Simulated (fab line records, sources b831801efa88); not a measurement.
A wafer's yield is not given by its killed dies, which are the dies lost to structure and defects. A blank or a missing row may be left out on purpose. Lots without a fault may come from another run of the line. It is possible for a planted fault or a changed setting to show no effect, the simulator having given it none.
fab line records	flow sky130
[record] lots = 7	wafers = 21	last_day = 50
route steps=708 shown METAL1@441 PAD_OPEN@708
lots that met no fault: taken from a fault-free run of the same line
start_h: start of the lot's first displayed wafer, in hours after the record's first day	wait_h: how many hours have passed since the lot's step before this one	" identical to the entry in the row above	L1.1+2: a row that stands for several wafers	- value missing, or start not given	* or withheld: withheld	< > ~ a bound
route shown NAME@n: NAME is a module with steps in the file, n the number in the route of the first one	usual: the fault-free wafers' mean and standard deviation	same: alike in all rows	chamber/n: place in a boat	sites: each site's reading	_std_site: standard deviation across them	_edge_site: outer sites' mean less inner sites'	radius_mm: for every site, how far away it sits from the centre of the wafer	mask NAME#n: copy n	behind: the last tool/chamber to shape the wafer	hold: the reason the lot was held/the length of the hold in hours/how it ended	device: the transistor (n, p or np) that didn't switch	end of line: the same wafers' tests at the end of the route	a step given without rows: its recipe and nothing more	killed: dies lost to structure and defects at the first sort, not the wafer's yield	map: a wafer's dies, x killed, . not, _ none there
set.NAME: the run value of the setting; set.NAME@STEP: its run value at that earlier step	model.NAME: the simulator's own value behind a step, which no gauge read
lots at some steps of the route; a table a step, a row a wafer
services: from which hour (start_h, from the record's first day; less than 0 if before it) a tool's chamber was out of use, for how many hours, and why
[[steps]]
[step SKY_METAL1_DEHYDRATE_07]
[recipe] temp_c = 200	time_s = 60
[step SKY_METAL1_HMDS_08]
[recipe] prime_time_s = 60	prime_temp_c = 120
[step SKY_METAL1_COAT_09]
[recipe] resist = BARC	temp_c = withheld	time_s = withheld	spin_rpm = 3000	resist_thk_nm = 60
[step SKY_METAL1_COAT_10]
[recipe] resist = KrF-thick	spin_rpm = 3000	resist_thk_nm = 450
[step SKY_METAL1_SOFTBAKE_11]
[recipe] temp_c = 100	time_s = 90	resist = KrF-thick
[step SKY_METAL1_EXPOSE_12]
[recipe] mask_id = MM1	na = 0.8	source_shape = annular	sigma_inner = 0.55	sigma_outer = 0.85	target_cd_nm = 140	dose_mj = 28
[step SKY_METAL1_PEB_13]
[recipe] peb_temp_c = withheld	peb_time_s = withheld	resist = KrF-thick
[step SKY_METAL1_DEVELOP_14]
[recipe] develop_time_s = 60	resist = KrF-thick	dev_temp_c = 21
[step SKY_METAL1_CD_MEAS_15]
[recipe] target_cd_nm = 140
[usual] cd_nm = 139.9/1.6
lot.wafer	tool	chamber	start_h	wait_h	cd_nm
L222.1	cd_sem-01	-	815.65	-	140.7
L222.2	"	-	"	"	140.9
L222.4	"	-	"	"	139.8
L223.3	cd_sem-02	-	825.65	-	140.1
L223.4	"	-	"	"	140.6
L223.6	"	-	"	"	141.0
L224.1	cd_sem-02	-	827.30	-	138.4
L224.2	"	-	"	"	138.4
L224.6	"	-	"	"	136.8
L234.2	cd_sem-02	-	896.43	-	142.4
L234.3	"	-	"	"	141.7
L234.5	"	-	"	"	141.7
L236.4	cd_sem-02	-	911.32	-	138.1
L236.5	"	-	"	"	138.6
L236.6	"	-	"	"	138.2
L238.1	cd_sem-01	-	924.10	-	138.3
L238.5	"	-	"	"	138.6
L238.6	"	-	"	"	136.6
L239.2	cd_sem-01	-	925.83	-	138.4
L239.5	"	-	"	"	138.7
L239.6	"	-	"	"	139.2
[step SKY_METAL1_OVL_MEAS_16]
[usual] METAL1_OVL = -1/6
lot.wafer	tool	chamber	start_h	wait_h	METAL1_OVL[nm]
L222.1	overlay-01	-	815.77	0.1	-2
L222.2	"	-	"	"	-8
L222.4	"	-	"	"	-5
L223.3	overlay-02	-	825.74	0.1	-2
L223.4	"	-	"	"	5
L223.6	"	-	"	"	8
L224.1	overlay-02	-	827.42	0.1	-2
L224.2	"	-	"	"	0
L224.6	"	-	"	"	0
L234.2	overlay-01	-	896.54	0.1	2
L234.3	"	-	"	"	1
L234.5	"	-	"	"	9
L236.4	overlay-01	-	911.40	0.1	4
L236.5	"	-	"	"	-5
L236.6	"	-	"	"	-1
L238.1	overlay-01	-	924.22	0.1	-5
L238.5	"	-	"	"	-6
L238.6	"	-	"	"	-7
L239.2	overlay-01	-	925.94	0.1	-8
L239.5	"	-	"	"	-17
L239.6	"	-	"	"	-10
[step SKY_METAL1_DESCUM_17]
[recipe] chemistry = O2	source_power_w = 150	bias_power_w = 0	pressure_mtorr = 10	temp_c = 40	time_s = 8
[usual] drypump_motor_current_A = 5.5/0.53	oes_product_au = 1.000/0.0083
[same] time_s = 8
lot.wafer	tool	chamber	start_h	wait_h	drypump_motor_current_A	oes_product_au	rf_hours_counter_h
L222.1	rie_metal-01	0	815.81	0.0	4.9	1.011	7.6
L222.2	"	1	"	"	5.4	1.010	10.5
L222.4	"	1	"	"	5.3	1.006	-
L223.3	rie_metal-03	0	825.78	0.0	5.5	0.992	-
L223.4	"	1	"	"	6.5	1.000	-
L223.6	"	0	"	"	5.5	0.993	-
L224.1	rie_metal-03	1	827.46	0.0	6.4	1.008	6.5
L224.2	"	0	"	"	5.5	0.994	10.2
L224.6	"	0	"	"	5.5	0.989	-
L234.2	rie_metal-03	1	896.57	0.0	6.4	1.008	8.9
L234.3	"	1	"	"	6.4	1.001	-
L234.5	"	1	"	"	6.4	1.012	-
L236.4	rie_metal-01	0	911.43	0.0	4.9	1.008	-
L236.5	"	1	"	"	5.3	1.014	-
L236.6	"	0	"	"	4.9	1.004	-
L238.1	rie_metal-04	0	924.26	0.0	5.1	1.004	11.9
L238.5	"	1	"	"	5.7	0.989	-
L238.6	"	0	"	"	5.1	0.993	-
L239.2	rie_metal-01	0	925.97	0.0	4.9	0.997	12.5
L239.5	"	1	"	"	5.4	1.003	-
L239.6	"	0	"	"	4.9	0.995	-
[step SKY_METAL1_ETCH_18]
[recipe] chemistry = N2/H2	target = BARC	ion_energy_ev = 200	bias_w = 100	pressure_mtorr = 30	n2_flow_sccm = 100	h2_flow_sccm = 200	icp_w = 500	stop_on = SiO2	time_s = 45.9	target_depth_a = 600
[usual] bias_w = 100.00/0.28	chamber_pressure_mTorr = 30.003/0.029	drypump_motor_current_A = 5.5/0.54	h2_flow_sccm = 200.0/0.59	oes_product_au = 0.854/0.0047	throttle_valve_pct = 13.225/0.0092
[same] time_s = 45.9
lot.wafer	tool	chamber	start_h	wait_h	bias_w	chamber_pressure_mTorr	drypump_motor_current_A	h2_flow_sccm	oes_product_au	rf_hours_counter_h	throttle_valve_pct
L222.1	rie_metal-01	0	815.84	0.0	100.28	29.980	4.9	200.1	0.853	7.6	13.211
L222.2	"	1	"	"	99.91	30.009	5.3	199.2	0.852	10.5	13.236
L222.4	"	1	"	"	99.98	30.010	5.3	199.3	0.844	-	13.234
L223.3	rie_metal-03	0	825.82	0.0	99.93	29.990	5.5	199.7	0.855	-	13.236
L223.4	"	1	"	"	100.36	29.978	6.5	198.9	0.854	-	13.219
L223.6	"	0	"	"	99.51	29.978	5.5	199.4	0.849	-	13.216
L224.1	rie_metal-03	1	827.49	0.0	100.15	30.012	6.4	199.6	0.864	6.6	13.234
L224.2	"	0	"	"	99.96	30.006	5.5	199.2	0.850	10.2	13.230
L224.6	"	0	"	"	100.11	30.019	5.5	199.7	0.851	-	13.224
L234.2	rie_metal-03	1	896.60	0.0	99.83	30.012	6.4	200.6	0.845	8.9	13.220
L234.3	"	1	"	"	100.23	29.988	6.5	200.9	0.858	-	13.236
L234.5	"	1	"	"	100.10	29.963	6.5	200.6	0.855	-	13.227
L236.4	rie_metal-01	0	911.47	0.0	99.29	29.999	4.9	199.2	0.847	-	13.222
L236.5	"	1	"	"	100.40	30.057	5.4	199.9	0.852	-	13.225
L236.6	"	0	"	"	99.94	29.958	4.9	199.6	0.856	-	13.215
L238.1	rie_metal-04	0	924.29	0.0	99.84	30.019	5.1	200.1	0.859	11.9	13.224
L238.5	"	1	"	"	100.18	30.034	5.7	201.4	0.850	-	13.218
L238.6	"	0	"	"	99.94	30.004	5.1	200.5	0.855	-	13.243
L239.2	rie_metal-01	0	926.00	0.0	99.94	30.007	4.9	200.1	0.853	12.5	13.226
L239.5	"	1	"	"	100.55	30.025	5.3	199.2	0.858	-	13.232
L239.6	"	0	"	"	99.45	29.990	4.9	199.3	0.850	-	13.225
[step SKY_METAL1_METAL_ETCH_19]
[recipe] target_depth_a = 3600	stop_on = SiO2	over_etch_frac = 0.3	time_s = 78	chemistry = Cl2/BCl3	resist_sidewall_deg = 88	pressure_mtorr = 10	icp_w = 900	bias_w = 48.5	Cl2_flow_sccm = 60	bcl3_flow_sccm = 30
[usual] bcl3_flow_sccm = 29.99/0.093	bias_w = 48.53/0.14	drypump_motor_current_A = 5.5/0.53	mfc_cl2_sccm = 59.99/0.16	oes_product_au = 0.855/0.0062	throttle_valve_pct = 22.263/0.009	time_s = 78/0
lot.wafer	tool	chamber	start_h	wait_h	bcl3_flow_sccm	bias_w	drypump_motor_current_A	mfc_cl2_sccm	oes_product_au	rf_hours_counter_h	throttle_valve_pct	time_s	model.KrF-thick_of_METAL1_COAT_10.thk_nm	model.SiO2_of_CONTACT_HDPCVD_02.thk_nm
L222.1	rie_metal-01	0	815.90	0.0	-	-	-	-	-	-	-	-	393	336.5
L222.2	"	1	"	"	-	-	-	-	-	-	-	-	392.2	337
L222.4	"	1	"	"	-	-	-	-	-	-	-	-	391.5	336.4
L223.3	rie_metal-03	0	825.89	0.1	-	-	-	-	-	-	-	-	393.2	335.5
L223.4	"	1	"	"	-	-	-	-	-	-	-	-	391.4	335.6
L223.6	"	0	"	"	-	-	-	-	-	-	-	-	392.2	335.1
L224.1	rie_metal-03	1	827.55	0.0	-	-	-	-	-	-	-	-	392.5	335.2
L224.2	"	0	"	"	-	-	-	-	-	-	-	-	393.8	337.1
L224.6	"	0	"	"	-	-	-	-	-	-	-	-	392.9	337.2
L234.2	rie_metal-03	1	896.66	0.0	30.13	48.51	6.4	59.85	0.858	8.9	22.254	78	157.1	327
L234.3	"	1	"	"	29.97	48.44	6.4	59.88	0.852	-	22.263	78	157.2	325.1
L234.5	"	1	"	"	30.22	48.63	6.4	59.67	0.864	-	22.251	78	159	326.8
L236.4	rie_metal-01	0	911.54	0.1	30.13	48.32	4.9	60.08	0.843	-	22.255	78	155.8	325.3
L236.5	"	1	"	"	30.02	48.48	5.4	60.00	0.849	-	22.276	78	154.7	324.9
L236.6	"	0	"	"	29.93	48.41	4.9	60.11	0.844	-	22.250	78	157.2	325.9
L238.1	rie_metal-04	0	924.35	0.0	29.82	48.38	5.1	59.95	0.859	11.9	22.262	78	164.1	325.9
L238.5	"	1	"	"	29.95	48.57	5.7	59.85	0.853	-	22.275	78	160.1	325.5
L238.6	"	0	"	"	30.01	48.41	5.1	59.94	0.858	-	22.256	78	161.2	327.3
L239.2	rie_metal-01	0	926.06	0.0	29.97	48.45	4.9	59.85	0.871	12.6	22.261	78	157.6	325.1
L239.5	"	1	"	"	30.03	48.52	5.4	59.82	0.857	-	22.268	78	157.3	323.4
L239.6	"	0	"	"	30.12	48.51	4.9	59.69	0.848	-	22.265	78	158.5	325
[step SKY_METAL1_STRIP_20]
[recipe] chemistry = O2/N2	power_w = 1400	pressure_mtorr = 1500	platen_temp_c = withheld	o2_flow_sccm = 3000	n2_flow_sccm = 300	overash_fraction = 0.5
[usual] drypump_motor_current_A = 5.7/0.47	oes_product_au = 0.342/0.0047	strip_time_to_endpoint_s = 2.70/0.036
lot.wafer	tool	chamber	start_h	wait_h	drypump_motor_current_A	oes_product_au	rf_hours_counter_h	strip_time_to_endpoint_s
L222.1	plasma_asher-02	1	815.99	0.1	5.8	0.450	10	5.19
L222.2	"	0	"	"	6.2	0.447	10	5.20
L222.4	"	1	"	"	5.8	0.439	-	5.19
L223.3	plasma_asher-02	1	825.99	0.1	5.8	0.447	-	5.20
L223.4	"	0	"	"	6.2	0.438	-	5.17
L223.6	"	1	"	"	5.8	0.447	-	5.19
L224.1	plasma_asher-01	0	827.64	0.1	5.0	0.446	36	5.20
L224.2	"	1	"	"	5.5	0.448	36	5.21
L224.6	"	1	"	"	5.5	0.440	-	5.19
L234.2	plasma_asher-04	1	896.75	0.1	5.4	0.343	99	2.68
L234.3	"	0	"	"	6.3	0.335	-	2.69
L234.5	"	1	"	"	5.4	0.344	-	2.70
L236.4	plasma_asher-02	1	911.64	0.1	5.8	0.333	-	2.66
L236.5	"	1	"	"	5.8	0.340	-	2.64
L236.6	"	0	"	"	6.2	0.348	-	2.67
L238.1	plasma_asher-01	1	924.44	0.1	5.5	0.345	47	2.75
L238.5	"	1	"	"	5.5	0.338	-	2.71
L238.6	"	0	"	"	4.9	0.342	-	2.73
L239.2	plasma_asher-04	1	926.15	0.1	5.4	0.341	102	2.68
L239.5	"	1	"	"	5.5	0.332	-	2.68
L239.6	"	0	"	"	6.3	0.340	-	2.70
[step SKY_METAL1_STRIP_21]
[recipe] chemistry = post_etch_residue_remover	time_s = 1200	temp_c = 72.5
[step SKY_PAD_OPEN_PROBE_99]
[usual] defect_limited_yield = 82.6/1.9	killed_at_M0_to_M3 = 43/6.9	killed_at_M4_up = 3.2/2	killed_at_contacts = 25/5.1	killed_at_front_end = 15/4.5	killed_at_other = 0.2/0.51	killed_dies = 85/9.5	killed_on_rim = 16/3.7	killed_open = 48/6.9	killed_short = 38/6.7	sort_bin_3_pad_short = 0.8/0.4	sort_bin_5_function = 10.2/1.6	sort_bin_6_memory = 6.4/1.1	sort_n_pass = 407/9.5	sort_yield_pct = 82.6/1.9
[same] gross_dies = 492	killed_at_back_side = 0	sort_bin_4_leakage[%] = 0	sort_bin_8_speed[%] = 0
lot.wafer	tool	chamber	start_h	wait_h	defect_limited_yield[%]	killed_at_M0_to_M3	killed_at_M4_up	killed_at_contacts	killed_at_front_end	killed_at_other	killed_dies	killed_on_rim	killed_open	killed_short	sort_bin_3_pad_short[%]	sort_bin_5_function[%]	sort_bin_6_memory[%]	sort_n_pass	sort_yield_pct[%]
L222.1	prober-02	-	1117.66	0.1	0	455	1	17	19	0	492	96	44	32	0.6	94.9	4.5	0	0
L222.2	prober-02	-	1117.71	0.1	0	441	9	25	16	1	492	96	42	51	0.8	90.9	8.3	0	0
L222.4	prober-02	-	1117.81	0.2	0	433	3	30	26	0	492	96	55	44	0.8	91.7	7.5	0	0
L223.3	prober-01	-	1123.11	0.2	0	445	2	27	18	0	492	96	59	35	0.4	91.5	8.1	0	0
L223.4	prober-01	-	1123.16	0.2	0	454	3	24	11	0	492	96	48	36	0.8	94.1	5.1	0	0
L223.6	prober-01	-	1123.26	0.2	0	457	1	15	19	0	492	96	50	38	1.0	92.7	6.3	0	0
L224.1	prober-02	-	1124.05	0.1	0	456	0	26	10	0	492	96	55	29	0.2	93.5	6.3	0	0
L224.2	prober-02	-	1124.10	0.1	0	449	5	20	18	0	492	96	55	36	0.6	92.1	7.3	0	0
L224.6	prober-02	-	1124.30	0.2	0	461	5	17	9	0	492	96	50	25	1.0	92.9	6.1	0	0
L234.2	prober-02	-	1173.47	0.1	86.4	32	2	16	17	0	67	18	32	35	0.2	8.5	4.9	425	86.4
L234.3	prober-02	-	1173.52	0.2	83.5	43	2	26	10	0	81	22	49	32	0.8	10.0	5.7	411	83.5
L234.5	prober-02	-	1173.62	0.2	84.6	34	3	31	8	0	76	16	55	21	0.4	8.5	6.5	416	84.6
L238.1	prober-02	-	1192.80	0.1	84.3	42	2	17	16	0	77	16	45	32	0.8	8.3	6.5	415	84.3
L238.5	prober-02	-	1193.00	0.2	81.5	42	0	28	20	1	91	23	52	39	1.2	11.8	5.5	401	81.5
L238.6	prober-02	-	1193.05	0.2	82.9	42	1	17	24	0	84	18	46	38	0.6	9.8	6.7	408	82.9
// killed by level:class
L222.1 METAL1:area_etch=416 VIA1:geometric_particle:open=8 METAL2:geometric_particle:short=8 LI_CONTACT:geometric_particle:open=6 VIA2:geometric_particle:open=6 CONTACT:geometric_particle:short=5 POLY_GATE:geometric_particle:open=4 VIA3:geometric_particle:open=4
L222.2 METAL1:area_etch=399 VIA1:geometric_particle:open=11 CONTACT:geometric_particle:short=8 CONTACT:geometric_particle:open=8 VIA1:geometric_particle:short=6 VIA2:geometric_particle:open=6 METAL4:geometric_particle:short=6 POLY_GATE:geometric_particle:short=5
L222.4 METAL1:area_etch=393 FIELD_ISO:geometric_particle:open=15 CONTACT:geometric_particle:open=11 VIA1:geometric_particle:open=9 FIELD_ISO:geometric_particle:short=6 VIA1:geometric_particle:short=6 LI_CONTACT:geometric_particle:open=5 CONTACT:geometric_particle:short=5
L223.3 METAL1:area_etch=398 VIA1:geometric_particle:open=13 LI_CONTACT:geometric_particle:open=9 CONTACT:geometric_particle:open=9 POLY_GATE:geometric_particle:open=6 VIA2:geometric_particle:open=6 FIELD_ISO:geometric_particle:open=5 VIA3:geometric_particle:open=5
L223.4 METAL1:area_etch=408 VIA1:geometric_particle:open=10 VIA3:geometric_particle:open=9 CONTACT:geometric_particle:open=8 LI_CONTACT:geometric_particle:open=8 CONTACT:geometric_particle:short=7 VIA2:geometric_particle:open=6 METAL1:geometric_particle:short=5
L223.6 METAL1:area_etch=404 VIA3:geometric_particle:open=12 CONTACT:geometric_particle:open=9 VIA1:geometric_particle:open=9 METAL2:geometric_particle:short=9 FIELD_ISO:geometric_particle:short=7 VIA2:geometric_particle:open=6 FIELD_ISO:geometric_particle:open=4
L224.1 METAL1:area_etch=408 CONTACT:geometric_particle:open=11 VIA1:geometric_particle:open=11 VIA3:geometric_particle:open=11 LI_CONTACT:geometric_particle:open=7 VIA2:geometric_particle:open=6 FIELD_ISO:geometric_particle:short=4 METAL1:geometric_particle:short=4
L224.2 METAL1:area_etch=401 VIA1:geometric_particle:open=12 VIA3:geometric_particle:open=11 LI_CONTACT:geometric_particle:open=7 POLY_GATE:geometric_particle:short=6 VIA1:geometric_particle:short=6 METAL2:geometric_particle:short=5 CONTACT:geometric_particle:open=5
L224.6 METAL1:area_etch=417 VIA1:geometric_particle:open=15 LI_CONTACT:geometric_particle:open=6 METAL2:geometric_particle:short=6 SPACER:geometric_particle:open=5 CONTACT:geometric_particle:open=5 METAL2:geometric_particle:open=5 VIA2:geometric_particle:open=5
L234.2 VIA1:geometric_particle:open=10 FIELD_ISO:geometric_particle:short=6 CONTACT:geometric_particle:open=6 METAL2:geometric_particle:short=6 FIELD_ISO:geometric_particle:open=5 LI_CONTACT:geometric_particle:open=5 METAL1:geometric_particle:short=4 CONTACT:geometric_particle:short=3
L234.3 LI_CONTACT:geometric_particle:open=12 VIA1:geometric_particle:open=9 VIA3:geometric_particle:open=8 VIA3:geometric_particle:short=6 POLY_GATE:geometric_particle:open=5 CONTACT:geometric_particle:open=4 METAL2:geometric_particle:short=4 VIA2:geometric_particle:open=4
L234.5 CONTACT:geometric_particle:open=15 VIA1:geometric_particle:open=11 VIA2:geometric_particle:open=9 LI_CONTACT:geometric_particle:open=7 POLY_GATE:geometric_particle:open=3 METAL2:geometric_particle:short=3 LOCAL_INTERCONNECT:geometric_particle:short=3 CONTACT:geometric_particle:short=3
L238.1 VIA1:geometric_particle:open=12 VIA2:geometric_particle:open=6 LI_CONTACT:geometric_particle:open=6 CONTACT:geometric_particle:open=5 FIELD_ISO:geometric_particle:open=4 VIA2:geometric_particle:short=4 VIA3:geometric_particle:open=4 METAL2:geometric_particle:short=4
L238.5 LI_CONTACT:geometric_particle:open=8 CONTACT:geometric_particle:open=8 VIA3:geometric_particle:open=7 METAL1:geometric_particle:short=6 METAL2:geometric_particle:short=6 FIELD_ISO:geometric_particle:open=5 POLY_GATE:geometric_particle:short=5 VIA1:geometric_particle:short=5
L238.6 FIELD_ISO:geometric_particle:short=7 METAL2:geometric_particle:short=7 CONTACT:geometric_particle:open=7 VIA1:geometric_particle:open=7 VIA3:geometric_particle:open=6 FIELD_ISO:geometric_particle:open=5 POLY_GATE:geometric_particle:open=4 LI_CONTACT:geometric_particle:open=4
// map L222.1 (x killed, . not)
__________xxxxxxxxxx_________
________xxxxxxxxxxxxxx_______
______xxxxxxxxxxxxxxxxxx_____
_____xxxxxxxxxxxxxxxxxxxx____
____xxxxxxxxxxxxxxxxxxxxxx___
___xxxxxxxxxxxxxxxxxxxxxxxx__
__xxxxxxxxxxxxxxxxxxxxxxxxxx_
_xxxxxxxxxxxxxxxxxxxxxxxxxxxx
_xxxxxxxxxxxxxxxxxxxxxxxxxxxx
_xxxxxxxxxxxxxxxxxxxxxxxxxxxx
_xxxxxxxxxxxxxxxxxxxxxxxxxxxx
_xxxxxxxxxxxxxxxxxxxxxxxxxxxx
_xxxxxxxxxxxxxxxxxxxxxxxxxxxx
_xxxxxxxxxxxxxxxxxxxxxxxxxxxx
_xxxxxxxxxxxxxxxxxxxxxxxxxxxx
__xxxxxxxxxxxxxxxxxxxxxxxxxx_
___xxxxxxxxxxxxxxxxxxxxxxxx__
____xxxxxxxxxxxxxxxxxxxxxx___
_____xxxxxxxxxxxxxxxxxxxx____
______xxxxxxxxxxxxxxxxxx_____
________xxxxxxxxxxxxxx_______
__________xxxxxxxxxx_________
// map L223.3 (x killed, . not)
__________xxxxxxxxxx_________
________xxxxxxxxxxxxxx_______
______xxxxxxxxxxxxxxxxxx_____
_____xxxxxxxxxxxxxxxxxxxx____
____xxxxxxxxxxxxxxxxxxxxxx___
___xxxxxxxxxxxxxxxxxxxxxxxx__
__xxxxxxxxxxxxxxxxxxxxxxxxxx_
_xxxxxxxxxxxxxxxxxxxxxxxxxxxx
_xxxxxxxxxxxxxxxxxxxxxxxxxxxx
_xxxxxxxxxxxxxxxxxxxxxxxxxxxx
_xxxxxxxxxxxxxxxxxxxxxxxxxxxx
_xxxxxxxxxxxxxxxxxxxxxxxxxxxx
_xxxxxxxxxxxxxxxxxxxxxxxxxxxx
_xxxxxxxxxxxxxxxxxxxxxxxxxxxx
_xxxxxxxxxxxxxxxxxxxxxxxxxxxx
__xxxxxxxxxxxxxxxxxxxxxxxxxx_
___xxxxxxxxxxxxxxxxxxxxxxxx__
____xxxxxxxxxxxxxxxxxxxxxx___
_____xxxxxxxxxxxxxxxxxxxx____
______xxxxxxxxxxxxxxxxxx_____
________xxxxxxxxxxxxxx_______
__________xxxxxxxxxx_________
[[services]]
tool	chamber	start_h	hours	kind
plasma_asher-02	-	799.38	1.9	repair
rie_metal-04	0	801.66	11.3	repair
plasma_asher-01	-	804.78	1.5	repair
plasma_asher-04	-	819.50	62.9	repair
rie_metal-01	-	827.76	0.4	repair
plasma_asher-02	-	849.75	0.4	repair
plasma_asher-01	-	866.85	5.1	repair
plasma_asher-02	-	888.90	4.2	repair
plasma_asher-01	-	913.97	2.1	repair
rie_metal-03	-	916.14	14.6	pm
plasma_asher-02	-	916.39	10.0	pm
[[key]]
[first_sign] step = SKY_METAL1_METAL_ETCH_19	reading = tool_record	direction = missing
[effect] step = SKY_METAL1_STRIP_20	reading = strip_time_to_endpoint_s	direction = up	sigmas = 68	usual = *	struck = *
[effect] step = SKY_PAD_OPEN_PROBE_99	reading = killed_at_M0_to_M3	direction = up	sigmas = 59	usual = 43	struck = 450
[model_effect] step = SKY_METAL1_METAL_ETCH_19	value = KrF-thick_of_METAL1_COAT_10.thk_nm	without = 159.3	struck = 392.5
[more_kills_born_at] SKY_METAL1_METAL_ETCH_19@rie_metal-03 = 2436	SKY_METAL1_METAL_ETCH_19@rie_metal-01 = 1208
met_at SKY_METAL1_METAL_ETCH_19
struck_wafers L222.1,L222.2,L222.4,L223.3,L223.4,L223.6,L224.1,L224.2,L224.6
later_rows_left_out L222.1,L222.2,L222.4,L223.3,L223.4,L223.6,L224.1,L224.2,L224.6
[fault] kind = skipped_step_whole	tool = rie_metal-01,rie_metal-03	chamber = -	onset_h = 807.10	steps = SKY_METAL1_METAL_ETCH_19	scope = struck_lots_only
// later_rows_left_out: the simulator's readings of these wafers behind a module that went badly wrong aren't trusted and aren't shown, but for the sort
